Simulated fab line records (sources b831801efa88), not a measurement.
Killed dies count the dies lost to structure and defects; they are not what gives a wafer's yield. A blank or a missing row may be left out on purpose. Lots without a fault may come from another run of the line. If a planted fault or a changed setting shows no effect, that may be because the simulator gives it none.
fab line records	flow sky130
record lots=14	wafers=42	lastDay=50
route steps=708 shown CAP2M@615 METAL4@630 VIA4@652 PASSIVATION@692
lots with no fault: from the same line, run without faults
startH: hours from the record's first day to the start of the lot's first wafer shown	waitH: time in hours since the lot's previous step	" same as the row above	L1.1+2: a single row standing in for several wafers	- no value, or no start was given	* or withheld: withheld	< > ~ a bound
route shown NAME@n: NAME is a module with steps in the file, n the number in the route of the first one	usual: mean/standard deviation taken from wafers without a fault	same: alike in all rows	chamber/n: place in a boat	sites: per-site readings	_std_site: the values' standard deviation	_edge_site: outer sites' mean less inner sites'	radiusMm: for every site, how far away it sits from the centre of the wafer	mask NAME#n: copy n	behind: tool/chamber where the wafer was last shaped	hold: what put the lot on hold/how long, in hours/how the hold closed	device: names the non-switching transistor (n, p or np)	end of line: tests of these same wafers at the route's end	a step with no rows: only its recipe	killed: the dies lost at the first sort to structure and to defects; this is not the yield of the wafer	map: the dies of a wafer, with x for killed, . for not killed, _ for no die there
set.NAME: the setting the step ran with; set.NAME@STEP: the setting that earlier step ran with	model.NAME: the simulator's own value behind a step, which no gauge read
steps of the route over a sample of lots; a table a step, a row a wafer
services: the hour from which a tool's chamber was out of use, counted from the record's first day as startH (under 0 if before that day), plus the number of hours and why
## steps
# step SKY_CAP2M_OVL_MEAS_12
# usual CAP2M_OVL=-0.7/1.4
lot.wafer	tool	chamber	startH	waitH	CAP2M_OVL[nm]
L667.1	overlay-01	-	951.72	0.1	-1.7
L667.5	"	-	"	"	-1.3
L667.6	"	-	"	"	-0.2
L668.2	overlay-02	-	959.20	0.1	-2.5
L668.4	"	-	"	"	-4.0
L668.6	"	-	"	"	-2.7
L669.1	overlay-02	-	972.48	0.1	1.0
L669.4	"	-	"	"	1.3
L669.5	"	-	"	"	0.2
L671.1	overlay-01	-	991.40	0.1	-1.4
L671.3	"	-	"	"	-2.7
L671.4	"	-	"	"	-1.5
L674.2	overlay-01	-	1002.47	0.1	-1.3
L674.3	"	-	"	"	-2.6
L674.4	"	-	"	"	-0.6
L675.2	overlay-01	-	1008.45	0.1	-3.3
L675.4	"	-	"	"	-2.6
L675.5	"	-	"	"	-3.9
L676.1	overlay-01	-	1013.87	0.1	0.7
L676.2	"	-	"	"	0.9
L676.6	"	-	"	"	-0.9
L680.1	overlay-02	-	1038.48	0.1	0.5
L680.2	"	-	"	"	0.1
L680.5	"	-	"	"	0.5
L683.2	overlay-01	-	1069.82	0.1	1.9
L683.3	"	-	"	"	2.0
L683.4	"	-	"	"	1.2
L685.1	overlay-02	-	1081.27	0.1	0.1
L685.2	"	-	"	"	0.0
L685.4	"	-	"	"	0.7
L687.1	overlay-02	-	1084.68	0.1	-1.6
L687.5	"	-	"	"	0.8
L687.6	"	-	"	"	-0.4
L686.3	overlay-02	-	1089.98	0.1	-1.4
L686.5	"	-	"	"	-1.7
L686.6	"	-	"	"	-2.4
L689.2	overlay-02	-	1095.72	0.1	-0.6
L689.3	"	-	"	"	-0.5
L689.6	"	-	"	"	0.7
L690.2	overlay-02	-	1103.45	0.1	0.1
L690.4	"	-	"	"	-0.6
L690.6	"	-	"	"	-1.0
# step SKY_METAL4_OVL_MEAS_14
# usual METAL4_OVL=0/6.6
lot.wafer	tool	chamber	startH	waitH	METAL4_OVL[nm]
L667.1	overlay-01	-	977.75	0.1	10
L667.5	"	-	"	"	7
L667.6	"	-	"	"	5
L668.2	overlay-02	-	982.61	0.1	7
L668.4	"	-	"	"	10
L668.6	"	-	"	"	11
L669.1	overlay-01	-	995.40	0.1	-5
L669.4	"	-	"	"	-2
L669.5	"	-	"	"	0
L671.1	overlay-01	-	1015.15	0.1	0
L671.3	"	-	"	"	1
L671.4	"	-	"	"	-2
L674.2	overlay-02	-	1026.20	0.1	10
L674.3	"	-	"	"	0
L674.4	"	-	"	"	1
L675.2	overlay-01	-	1032.40	0.1	5
L675.4	"	-	"	"	7
L675.5	"	-	"	"	6
L676.1	overlay-02	-	1037.00	0.1	-13
L676.2	"	-	"	"	-1
L676.6	"	-	"	"	-4
L680.1	overlay-01	-	1060.70	0.1	1
L680.2	"	-	"	"	4
L680.5	"	-	"	"	-2
L683.2	overlay-01	-	1090.60	0.1	4
L683.3	"	-	"	"	-3
L683.4	"	-	"	"	0
L685.1	overlay-01	-	1102.80	0.1	3
L685.2	"	-	"	"	7
L685.4	"	-	"	"	0
L687.1	overlay-02	-	1105.40	0.1	9
L687.5	"	-	"	"	4
L687.6	"	-	"	"	3
L686.3	overlay-01	-	1110.96	0.1	2
L686.5	"	-	"	"	2
L686.6	"	-	"	"	2
L689.2	overlay-02	-	1116.92	0.1	-8
L689.3	"	-	"	"	2
L689.6	"	-	"	"	-4
L690.2	overlay-01	-	1125.06	0.1	3
L690.4	"	-	"	"	2
L690.6	"	-	"	"	8
# step SKY_VIA4_STRIP_13
# recipe chemistry=O2/N2	powerW=1400	pressureMtorr=1500	platenTempC=withheld	o2FlowSccm=3000	n2FlowSccm=300	overashFraction=0.5
# usual drypumpMotorCurrentA=5.69/0.26	oesProductAu=0.709/0.0051	stripTimeToEndpointS=12.81/0.036
lot.wafer	tool	chamber	startH	waitH	drypumpMotorCurrentA	oesProductAu	rfHoursCounterH	stripTimeToEndpointS
L667.1	plasmaAsher-01	0	1002.87	-	5.56	0.706	26	12.77
L667.5	"	1	"	"	5.40	0.716	-	12.83
L667.6	"	0	"	"	5.51	0.713	-	12.79
L668.2	plasmaAsher-04	1	1007.12	-	5.68	0.702	87	12.81
L668.4	"	0	"	"	6.08	0.715	-	12.81
L668.6	"	0	"	"	6.09	0.709	-	12.81
L669.1	plasmaAsher-02	0	1018.99	-	5.37	0.705	120	12.83
L669.4	"	1	"	"	5.70	0.710	-	12.80
L669.5	"	0	"	"	5.36	0.715	-	12.83
L671.1	plasmaAsher-01	1	1039.69	-	5.39	0.710	29	12.76
L671.3	"	0	"	"	5.53	0.706	-	12.81
L671.4	"	1	"	"	5.41	0.709	-	12.76
L674.2	plasmaAsher-04	1	1049.78	-	5.67	0.710	92	12.86
L674.3	"	0	"	"	6.08	0.705	-	12.86
L674.4	"	1	"	"	5.69	0.713	-	12.84
L675.2	plasmaAsher-04	0	1056.09	-	6.12	0.711	92	12.81
L675.4	"	0	"	"	6.12	0.709	-	12.80
L675.5	"	1	"	"	5.70	0.711	-	12.81
L676.1	plasmaAsher-04	0	1060.03	-	6.07	0.705	93	12.75
L676.2	"	1	"	"	5.74	0.706	93	12.80
L676.6	"	0	"	"	6.06	0.712	-	12.84
L680.1	plasmaAsher-01	0	1082.54	-	5.52	0.709	34	12.81
L680.2	"	1	"	"	5.43	0.720	34	12.82
L680.5	"	1	"	"	5.43	0.707	-	12.78
L683.2	plasmaAsher-04	1	1112.53	-	5.76	0.708	98	12.80
L683.3	"	1	"	"	5.76	0.710	-	12.79
L683.4	"	0	"	"	6.10	0.701	-	12.80
L685.1	plasmaAsher-01	0	1124.71	-	5.53	0.715	38	12.85
L685.2	"	1	"	"	5.42	0.714	38	12.83
L685.4	"	0	"	"	5.57	0.705	-	12.79
L687.1	plasmaAsher-04	0	1126.44	-	6.14	0.708	99	12.83
L687.5	"	1	"	"	5.72	0.710	-	12.77
L687.6	"	0	"	"	6.09	0.722	-	12.80
L686.3	plasmaAsher-02	1	1131.12	-	5.72	0.713	-	12.80
L686.5	"	0	"	"	5.36	0.713	-	12.77
L686.6	"	1	"	"	5.73	0.705	-	12.83
L689.2	plasmaAsher-04	0	1136.83	-	6.09	0.716	100	12.81
L689.3	"	0	"	"	6.10	0.717	-	12.83
L689.6	"	0	"	"	6.09	0.713	-	12.80
L690.2	plasmaAsher-04	0	1145.14	-	6.13	0.709	101	12.79
L690.4	"	1	"	"	5.67	0.711	-	12.80
L690.6	"	1	"	"	5.66	0.699	-	12.75
# step SKY_PASSIVATION_ETCH_11
# recipe chemistry=CF4/O2	targetDepthNm=725	stopOn=AlCu	sourceW=800	biasW=150	pressureMtorr=150	cf4FlowSccm=80	O2_flow_sccm=10	timeS=161.1
# usual drypumpMotorCurrentA=5.7/0.49	oesProductAu=0.976/0.0071	throttleValvePct=5.964/0.0092
lot.wafer	tool	chamber	startH	waitH	drypumpMotorCurrentA	oesProductAu	rfHoursCounterH	throttleValvePct
L667.1	rieDiel-02	3	1051.03	-	5.6	0.969	11	5.948
L667.5	"	1	"	"	6.0	0.974	-	5.972
L667.6	"	2	"	"	5.8	0.984	-	5.962
L668.2	rieDiel-03	1	1055.00	-	4.9	0.977	14	5.966
L668.4	"	2	"	"	5.7	0.979	26	5.960
L668.6	"	1	"	"	4.9	0.992	-	5.962
L669.1	rieDiel-04	2	1064.88	-	6.2	0.982	19	5.974
L669.4	"	0	"	"	5.3	0.989	9	5.949
L669.5	"	1	"	"	4.9	0.971	-	5.960
L671.1	rieDiel-04	2	1084.85	-	6.2	0.968	19	5.944
L671.3	"	1	"	"	4.9	0.983	18	5.959
L671.4	"	3	"	"	5.0	0.973	12	5.964
L674.2	rieDiel-03	3	1095.13	-	6.6	0.974	27	5.964
L674.3	"	2	"	"	5.7	0.968	27	5.957
L674.4	"	1	"	"	4.9	0.973	15	5.963
L675.2	rieDiel-02	3	1099.90	-	5.6	0.964	13	5.967
L675.4	"	2	"	"	5.8	0.983	26	5.964
L675.5	"	0	"	"	6.0	0.985	-	5.975
L676.1	rieDiel-04	3	1103.67	-	5.1	0.966	12	5.945
L676.2	"	0	"	"	5.3	0.980	10	5.958
L676.6	"	1	"	"	4.9	0.994	-	5.988
L680.1	rieDiel-03	0	1125.63	-	6.3	0.972	14	5.967
L680.2	"	2	"	"	5.8	0.750	29	5.907
L680.5	"	2	"	"	5.8	0.970	-	5.951
L683.2	rieDiel-02	0	1151.70	-	5.9	0.976	10	5.970
L683.3	"	2	"	"	5.9	0.972	27	5.972
L683.4	"	1	"	"	5.9	0.982	13	5.966
L685.1	rieDiel-03	0	1163.13	-	6.3	0.976	16	5.952
L685.2	"	2	"	"	5.8	0.742	31	5.896
L685.4	"	0	"	"	6.3	0.755	-	5.899
L687.1	rieDiel-02	2	1165.35	-	5.9	0.964	28	5.959
L687.5	"	2	"	"	5.9	0.981	-	5.968
L687.6	"	1	"	"	6.0	0.979	-	5.962
L686.3	rieDiel-02	0	1168.68	-	5.9	0.970	11	5.975
L686.5	"	2	"	"	5.8	0.983	-	5.968
L686.6	"	1	"	"	6.0	0.987	-	5.969
L689.2	rieDiel-02	1	1174.43	-	5.9	0.970	14	5.954
L689.3	"	2	"	"	5.9	0.977	28	5.973
L689.6	"	2	"	"	5.9	0.963	-	5.959
L690.2	rieDiel-04	2	1182.73	-	6.2	0.967	22	5.955
L690.4	"	0	"	"	5.3	0.976	13	5.972
L690.6	"	0	"	"	5.3	0.979	-	5.978
# step SKY_PASSIVATION_STRIP_12
# recipe chemistry=O2/N2	powerW=1400	pressureMtorr=1500	platenTempC=withheld	overashFraction=0.7	o2FlowSccm=3000	n2FlowSccm=300
# usual drypumpMotorCurrentA=5.61/0.26	oesProductAu=0.661/0.0043	stripTimeToEndpointS=31.53/0.13
lot.wafer	tool	chamber	startH	waitH	drypumpMotorCurrentA	oesProductAu	rfHoursCounterH	stripTimeToEndpointS
L667.1	plasmaAsher-04	0	1051.14	0.1	6.11	0.663	92	31.37
L667.5	"	0	"	"	6.10	0.657	-	31.37
L667.6	"	1	"	"	5.70	0.665	-	31.30
L668.2	plasmaAsher-03	1	1055.10	0.1	5.89	0.655	60	31.72
L668.4	"	1	"	"	5.91	0.662	-	31.68
L668.6	"	1	"	"	5.90	0.660	-	31.56
L669.1	plasmaAsher-01	0	1064.98	0.1	5.48	0.656	32	31.43
L669.4	"	0	"	"	5.50	0.654	-	31.43
L669.5	"	1	"	"	5.41	0.666	-	31.34
L671.1	plasmaAsher-04	1	1084.95	0.1	5.71	0.658	95	31.40
L671.3	"	1	"	"	5.72	0.662	-	31.43
L671.4	"	0	"	"	6.10	0.661	-	31.71
L674.2	plasmaAsher-04	0	1095.24	0.1	6.08	0.669	96	31.60
L674.3	"	0	"	"	6.11	0.658	-	31.68
L674.4	"	1	"	"	5.76	0.664	-	31.46
L675.2	plasmaAsher-01	0	1100.00	0.1	5.54	0.656	36	31.43
L675.4	"	1	"	"	5.38	0.665	-	31.46
L675.5	"	1	"	"	5.40	0.663	-	31.61
L676.1	plasmaAsher-03	1	1103.77	0.1	5.92	0.663	65	31.50
L676.2	"	0	"	"	5.20	0.661	65	31.63
L676.6	"	1	"	"	5.90	0.655	-	31.41
L680.1	plasmaAsher-04	1	1125.79	0.1	5.67	0.666	99	31.65
L680.2	"	0	"	"	6.10	0.667	99	33.89
L680.5	"	0	"	"	6.09	0.661	-	31.74
L683.2	plasmaAsher-01	1	1151.80	0.1	5.43	0.663	41	31.59
L683.3	"	1	"	"	5.43	0.662	-	31.72
L683.4	"	0	"	"	5.54	0.663	-	31.43
L685.1	plasmaAsher-01	0	1163.24	0.1	5.52	0.666	42	31.60
L685.2	"	1	"	"	5.43	0.659	42	33.58
L685.4	"	1	"	"	5.43	0.658	-	33.67
L687.1	plasmaAsher-01	1	1165.45	0.1	5.40	0.661	42	31.54
L687.5	"	0	"	"	5.53	0.662	-	31.62
L687.6	"	1	"	"	5.41	0.659	-	31.59
L686.3	plasmaAsher-01	1	1168.82	0.1	5.41	0.665	-	31.53
L686.5	"	0	"	"	5.56	0.665	-	31.58
L686.6	"	1	"	"	5.42	0.661	-	31.52
L689.2	plasmaAsher-01	0	1174.54	0.1	5.56	0.664	43	31.64
L689.3	"	1	"	"	5.41	0.669	-	31.67
L689.6	"	0	"	"	5.56	0.658	-	31.73
L690.2	plasmaAsher-01	0	1182.84	0.1	5.51	0.656	44	31.45
L690.4	"	0	"	"	5.57	0.664	-	31.46
L690.6	"	1	"	"	5.37	0.655	-	31.64
## services
tool	chamber	startH	hours	kind
plasmaAsher-02	-	994.87	15.6	pm
rieDiel-04	0	996.09	1.3	repair
rieDiel-04	2	1002.62	5.3	repair
rieDiel-03	1	1023.22	2.4	repair
plasmaAsher-03	-	1041.45	12.4	repair
rieDiel-04	2	1053.76	6.0	repair
plasmaAsher-02	-	1055.25	9.0	pm
plasmaAsher-02	0	1055.25	9.0	ventCycle
plasmaAsher-02	1	1055.25	9.0	ventCycle
rieDiel-02	2	1063.00	4.6	repair
plasmaAsher-02	0	1064.25	-	clean
plasmaAsher-02	1	1064.25	-	clean
rieDiel-02	-	1107.83	0.1	repair
rieDiel-02	3	1115.80	4.7	repair
rieDiel-03	1	1123.08	5.1	repair
rieDiel-02	0	1132.57	1.4	repair
rieDiel-02	2	1134.77	1.5	repair
plasmaAsher-03	-	1136.12	1.7	repair
rieDiel-03	2	1139.88	8.3	repair
rieDiel-03	0	1143.21	6.8	repair
rieDiel-03	1	1145.96	7.0	repair
rieDiel-04	2	1153.32	6.4	repair
rieDiel-02	3	1156.28	15.7	repair
rieDiel-03	0	1182.62	9.2	repair
## key
firstSign step=SKY_PASSIVATION_ETCH_11	reading=oesProductAu	direction=down	sigmas=32	usual=0.976	struck=0.749
effect step=SKY_PASSIVATION_ETCH_11	reading=throttleValvePct	direction=down	sigmas=6.9	usual=5.964	struck=5.901
effect step=SKY_PASSIVATION_STRIP_12	reading=stripTimeToEndpointS	direction=up	sigmas=17	usual=*	struck=*
metAt SKY_PASSIVATION_ETCH_11
struckLots L680,L685
struckWafers L680.2,L685.2,L685.4
laterRowsLeftOut L680.2,L685.2,L685.4
sortLeftOut L680.2,L685.2,L685.4
notActingAt SKY_CAP2M_OVL_MEAS_12,SKY_METAL4_OVL_MEAS_14,SKY_VIA4_STRIP_13
onsetBetween 1095.13 1125.63
fault kind=processParameterDrift	tool=rieDiel-03	chamber=-	onsetH=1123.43	steps=SKY_PASSIVATION_ETCH_11	channel=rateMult	offset=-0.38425	shape=step	endH=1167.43	scope=struckWafersOnly
# sortLeftOut: the simulated sort isn't trusted on such a fault, so these wafers' sort isn't shown, and their yield isn't known
# laterRowsLeftOut: the simulator's readings of these wafers behind a module that went badly wrong aren't trusted and aren't shown, but for the sort
